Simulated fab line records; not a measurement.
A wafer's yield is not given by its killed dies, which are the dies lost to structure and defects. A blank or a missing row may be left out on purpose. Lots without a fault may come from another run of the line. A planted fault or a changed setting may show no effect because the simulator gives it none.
fab line records | flow sky130 | part 2 of 2: steps 43 to 43 of 43
record lots=6 wafers=18 lastDay=49
route steps=708 shown VIA3@575 METAL4@598 CAP2M@603 PAD_OPEN@708
lots with no fault: from the same line, run without faults
startH: the number of hours between the record's first day and the start of the first shown wafer of the lot | waitH: how many hours have passed since the lot's step before this one | " same as the row above | L1.1+2: a single row standing in for several wafers | - either no value or no given start | * or withheld: withheld | < > ~ a bound
route shown NAME@n: names a module that has steps shown in the file, with the first one's number in the route | usual: average and standard deviation across the fault-free wafers | same: alike in all rows | chamber/n: place in a boat | sites: each site's reading | _std_site: standard deviation across them | _edge_site: outer sites' mean less inner sites' | radiusMm: for every site, how far away it sits from the centre of the wafer | mask NAME#n: copy n | behind: the most recent tool/chamber to have shaped the wafer | hold: reason for holding the lot/hours on hold/outcome of the hold | device: which transistor (n, p or np) failed to switch | end of line: at the end of the route, the tests of the same wafers | a step without rows: its recipe alone | killed: the dies lost at the first sort to structure and to defects; this is not the yield of the wafer | map: a wafer's dies, x killed, . not, _ none there
set.NAME: setting as actually run; set.NAME@STEP: the setting as run at that earlier step | model.NAME: the simulator's own value behind a step, which no gauge read
lots seen at some steps along the route; tables by step, rows by wafer
services: a tool's chamber out of use, with start hour (startH, from the record's first day; less than 0 if before it), hours out, and reason
## steps
# step SKY_PAD_OPEN_PROBE_99
# usual defectLimitedYield=82.5/2 killed_at_M0_to_M3=43/7.6 killed_at_M4_up=2.8/1.9 killedAtContacts=24/4.7 killedAtFrontEnd=16/4.4 killedAtOther=0.2/0.4 killedDies=86/9.9 killedOpen=47/8.2 killedShort=39/6.3 sort_bin_3_pad_short=0.8/0.42 sort_bin_5_function=10.4/1.5 sort_bin_6_memory=6.2/1.2 sortNPass=406/9.9 sortYieldPct=82.5/2
# same grossDies=492 killedAtBackSide=0 sort_bin_4_leakage[%]=0 sort_bin_8_speed[%]=0
# columns lot.wafer tool chamber startH waitH defectLimitedYield[%] killed_at_M0_to_M3 killed_at_M4_up killedAtContacts killedAtFrontEnd killedAtOther killedDies killedOpen killedShort sort_bin_3_pad_short[%] sort_bin_5_function[%] sort_bin_6_memory[%] sortNPass sortYieldPct[%] model.etest.tester.sortNPass model.etest.tester.sortYieldPct model.etest.tester.sort_bin_5_pct model.etest.tester.sort_bin_3_pct
L163.4 prober-01 - 1095.28 0.2 83.5 44 2 22 12 1 81 45 36 1.4 9.3 5.7 411 83.5 411 83.54 9.35 1.423
L163.5 prober-01 - 1095.33 0.2 78.7 69 1 25 10 0 105 62 43 1.4 11.2 8.7 387 78.7 387 78.66 11.18 1.423
L163.6 prober-01 - 1095.38 0.2 84.1 38 1 27 12 0 78 42 36 1.0 10.2 4.7 414 84.1 414 84.15 10.16 1.016
L166.1 prober-02 - 1121.15 0.1 85.0 48 3 19 4 0 74 42 32 0.4 8.1 6.5 418 85.0 418 84.96 8.13 0.4065
L166.2 prober-02 - 1121.20 0.1 84.8 35 4 28 8 0 75 42 33 0.4 8.9 5.9 417 84.8 417 84.76 8.943 0.4065
L166.6 prober-02 - 1121.40 0.2 81.9 43 3 27 16 0 89 44 45 0.8 13.2 4.1 403 81.9 403 81.91 13.21 0.813
L169.3 prober-02 - 1132.16 0.2 81.5 44 4 25 18 0 91 53 38 0.6 11.4 6.5 401 81.5 401 81.5 11.38 0.6098
L169.4 prober-02 - 1132.21 0.2 75.2 76 6 24 16 0 122 36 44 1.8 16.1 6.9 370 75.2 370 75.2 16.06 1.829
L169.5 prober-02 - 1132.26 0.2 76.8 73 6 22 12 1 114 33 42 2.0 16.1 5.1 378 76.8 378 76.83 16.06 2.033
L171.1 prober-02 - 1138.53 0.1 81.1 52 4 18 18 1 93 46 47 1.2 10.6 7.1 399 81.1 399 81.1 10.57 1.22
L171.2 prober-02 - 1138.58 0.1 84.3 41 0 20 16 0 77 41 36 1.0 9.8 4.9 415 84.3 415 84.35 9.756 1.016
L171.3 prober-02 - 1138.63 0.2 81.9 39 3 28 19 0 89 46 43 0.6 11.2 6.3 403 81.9 403 81.91 11.18 0.6098
L172.1 prober-01 - 1148.73 0.1 78.0 69 6 19 14 0 108 36 32 3.0 14.2 4.7 384 78.0 384 78.05 14.23 3.049
L172.3 prober-01 - 1148.83 0.2 84.3 40 5 18 14 0 77 37 40 0.8 11.2 3.7 415 84.3 415 84.35 11.18 0.813
L172.6 prober-01 - 1148.98 0.2 83.5 32 1 27 21 0 81 36 45 0.2 9.6 6.7 411 83.5 411 83.54 9.553 0.2033
L181.1 prober-02 - 1182.99 0.1 80.7 46 3 28 18 0 95 46 49 1.8 10.0 7.5 397 80.7 397 80.69 9.959 1.829
L181.2 prober-02 - 1183.04 0.1 81.1 50 2 25 16 0 93 58 35 0.6 10.4 7.9 399 81.1 399 81.1 10.37 0.6098
L181.6 prober-02 - 1183.24 0.2 82.7 51 0 23 11 0 85 44 41 1.0 11.0 5.3 407 82.7 407 82.72 10.98 1.016
# killed by level:class
L163.4 VIA1:geometricParticle:open=11 METAL2:geometricParticle:short=8 LI_CONTACT:geometricParticle:open=7 CONTACT:geometricParticle:open=6 VIA2:geometricParticle:open=6 VIA3:geometricParticle:open=5 CONTACT:geometricParticle:short=5 VIA1:geometricParticle:short=5
L163.5 VIA1:geometricParticle:open=17 VIA3:geometricParticle:open=13 METAL2:geometricParticle:short=11 VIA1:geometricParticle:short=8 CONTACT:geometricParticle:open=7 VIA2:geometricParticle:open=7 LI_CONTACT:geometricParticle:open=6 LOCAL_INTERCONNECT:geometricParticle:short=5
L163.6 VIA1:geometricParticle:open=11 VIA2:geometricParticle:open=8 LI_CONTACT:geometricParticle:open=7 CONTACT:geometricParticle:open=7 LI_CONTACT:geometricParticle:short=5 FIELD_ISO:geometricParticle:short=4 POLY_GATE:geometricParticle:open=4 LOCAL_INTERCONNECT:geometricParticle:short=4
L166.1 CONTACT:geometricParticle:open=10 VIA1:geometricParticle:open=9 VIA2:geometricParticle:open=7 METAL2:geometricParticle:short=6 METAL1:geometricParticle:short=6 VIA1:geometricParticle:short=5 LI_CONTACT:geometricParticle:open=4 METAL2:geometricParticle:open=4
L166.2 LI_CONTACT:geometricParticle:open=10 CONTACT:geometricParticle:short=6 VIA2:geometricParticle:open=6 CONTACT:geometricParticle:open=5 VIA1:geometricParticle:open=5 METAL1:geometricParticle:short=4 METAL2:geometricParticle:short=4 VIA3:geometricParticle:open=4
L166.6 CONTACT:geometricParticle:open=9 METAL1:geometricParticle:short=8 VIA1:geometricParticle:open=8 VIA2:geometricParticle:open=8 LI_CONTACT:geometricParticle:open=6 CONTACT:geometricParticle:short=6 FIELD_ISO:geometricParticle:short=5 VIA1:geometricParticle:short=5
L169.3 VIA1:geometricParticle:open=11 CONTACT:geometricParticle:open=8 METAL2:geometricParticle:short=8 LI_CONTACT:geometricParticle:open=7 METAL1:geometricParticle:short=6 POLY_GATE:geometricParticle:open=5 METAL1:geometricParticle:open=4 VIA2:geometricParticle:open=4
L169.4 VIA3:unspecified=42 LI_CONTACT:geometricParticle:open=10 METAL1:geometricParticle:short=9 VIA1:geometricParticle:open=7 LOCAL_INTERCONNECT:geometricParticle:short=6 METAL4:geometricParticle:short=6 POLY_GATE:geometricParticle:short=5 CONTACT:geometricParticle:open=5
L169.5 VIA3:unspecified=39 LOCAL_INTERCONNECT:geometricParticle:short=8 METAL1:geometricParticle:short=7 VIA1:geometricParticle:open=7 CONTACT:geometricParticle:open=5 METAL2:geometricParticle:short=5 VIA2:geometricParticle:short=5 POLY_GATE:geometricParticle:open=4
L171.1 FIELD_ISO:geometricParticle:short=9 VIA2:geometricParticle:open=9 CONTACT:geometricParticle:open=9 METAL3:geometricParticle:short=9 VIA1:geometricParticle:open=8 METAL1:geometricParticle:short=6 VIA3:geometricParticle:open=6 LI_CONTACT:geometricParticle:open=5
L171.2 CONTACT:geometricParticle:open=9 METAL1:geometricParticle:short=9 VIA2:geometricParticle:open=8 METAL2:geometricParticle:short=7 LI_CONTACT:geometricParticle:open=6 FIELD_ISO:geometricParticle:open=5 VIA3:geometricParticle:open=5 FIELD_ISO:geometricParticle:short=3
L171.3 CONTACT:geometricParticle:open=9 POLY_GATE:geometricParticle:open=8 CONTACT:geometricParticle:short=7 VIA2:geometricParticle:open=7 METAL2:geometricParticle:short=7 LOCAL_INTERCONNECT:geometricParticle:short=6 VIA1:geometricParticle:open=5 METAL3:geometricParticle:short=5
L172.1 VIA3:unspecified=40 LI_CONTACT:geometricParticle:open=8 VIA1:geometricParticle:open=7 CONTACT:geometricParticle:short=5 FIELD_ISO:geometricParticle:open=4 METAL4:geometricParticle:short=4 VIA3:geometricParticle:open=4 VIA1:geometricParticle:short=4
L172.3 FIELD_ISO:geometricParticle:short=6 CONTACT:geometricParticle:open=6 VIA2:geometricParticle:short=6 VIA1:geometricParticle:open=6 VIA3:geometricParticle:open=6 VIA1:geometricParticle:short=5 FIELD_ISO:geometricParticle:open=4 LI_CONTACT:geometricParticle:open=4
L172.6 FIELD_ISO:geometricParticle:short=11 CONTACT:geometricParticle:open=10 METAL2:geometricParticle:short=7 LI_CONTACT:geometricParticle:open=6 FIELD_ISO:geometricParticle:open=5 VIA1:geometricParticle:short=5 CONTACT:geometricParticle:short=5 VIA1:geometricParticle:open=5
L181.1 VIA1:geometricParticle:open=11 CONTACT:geometricParticle:open=10 VIA1:geometricParticle:short=10 LOCAL_INTERCONNECT:geometricParticle:short=8 FIELD_ISO:geometricParticle:open=6 METAL1:geometricParticle:short=5 METAL2:geometricParticle:short=5 POLY_GATE:geometricParticle:short=4
L181.2 VIA1:geometricParticle:open=18 LI_CONTACT:geometricParticle:open=10 CONTACT:geometricParticle:open=7 VIA1:geometricParticle:short=6 METAL1:geometricParticle:short=5 POLY_GATE:geometricParticle:open=5 LOCAL_INTERCONNECT:geometricParticle:short=5 VIA2:geometricParticle:open=5
L181.6 VIA1:geometricParticle:open=11 CONTACT:geometricParticle:open=9 METAL1:geometricParticle:short=9 METAL2:geometricParticle:short=6 VIA2:geometricParticle:short=5 LI_CONTACT:geometricParticle:open=5 VIA1:geometricParticle:short=5 VIA2:geometricParticle:open=5
# map L169.4 (x killed, . not)
__________.x....xx.._________
________...x.xx...x..._______
______........x........._____
_____...........x........____
____......................___
___.....x..................__
__...xx.x....x..x..x....x..._
_.x.x.............x..x.......
_......x...........xx........
_..............x......x....x.
_....xx.........xx.x.x.....xx
_..x....x..x.x............xx.
_......x..x....x...........x.
_x.x.x......x....x.........x.
_.x.....x...................x
__.............x..x....xxx.._
___.xx...xx..x..x..xxxx.xx.__
____....x..x.x.xxxxxxxxxx.___
_____..x......xxxxxxxxxxx____
______x.......xxxxxxxxx._____
________.xx.x..xxxxxxx_______
__________x....xxxxx_________
# map L172.1 (x killed, . not)
__________.........._________
________............x._______
______..........xx.x...._____
_____..x.........x.......____
____..x............x...xx.___
___..x.............x....x..__
__x....x..........x.x......x_
_.x.........x..x.........x.x.
_x.............x..x..x.xx...x
_..x......x......x...........
_...x..x...x.......x..x..x.x.
_....xx.x....................
_.x..........................
_........................x...
_..x.........x..x.x..........
__x........x..........xxx..._
___......xx.....x.xxx.x..x.__
____.x.....xx..xxxxxxxxx..___
_____......x.xxxxxxxxxxxx____
______.........xxxxxxxxx_____
________xx......xxxxx._______
__________....x.xxxx_________
## services
# columns tool chamber startH hours kind
rieDiel-02 - 903.82 2.1 repair
cmp-02 - 912.48 4.0 pm
plasmaAsher-01 - 917.67 3.4 repair
rieDiel-04 - 919.24 2.1 repair
cmp-01 - 924.23 5.0 repair
rieDiel-02 0 934.14 39.1 repair
cmp-01 - 936.58 2.3 repair
cmp-01 - 942.03 5.7 pm
rieDiel-04 - 945.37 2.0 repair
cmp-01 - 948.46 5.9 pm
rieDiel-04 3 953.56 3.6 repair
rieDiel-03 0 958.02 - clean
rieDiel-04 1 965.21 6.9 repair
cmp-02 - 981.41 1.8 repair
pvdSputter-01 - 988.23 4.8 repair
rieDiel-02 - 994.70 0.5 repair
rieDiel-03 0 1001.50 4.9 repair
cmp-01 - 1003.67 1.5 repair
cmp-02 - 1019.89 4.1 pm
pvdSputter-01 - 1020.37 0.7 repair
cmp-01 - 1041.54 1.9 repair
pvdSputter-03 - 1043.48 3.4 repair
pvdSputter-04 - 1045.50 29.4 repair
cmp-01 - 1047.89 4.3 repair
## key
firstSign step=SKY_PAD_OPEN_PROBE_99 reading=killed_at_M0_to_M3 direction=up sigmas=3.9 usual=43 struck=73
effect step=SKY_PAD_OPEN_PROBE_99 reading=sort_bin_3_pad_short direction=up sigmas=3.5 usual=0.8 struck=2.3
modelEffect step=SKY_PAD_OPEN_PROBE_99 value=etest.tester.sortNPass without=414 struck=377.3
metAt SKY_VIA3_ETCH_14
struckWafers L169.4,L169.5,L172.1
onsetBetween 980.85 993.57
fault kind=chamberParticleSource tool=rieDiel-03 chamber=1 onsetH=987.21 steps=SKY_VIA3_ETCH_14 ratePerVisitCm2=0.69235 endH=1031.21
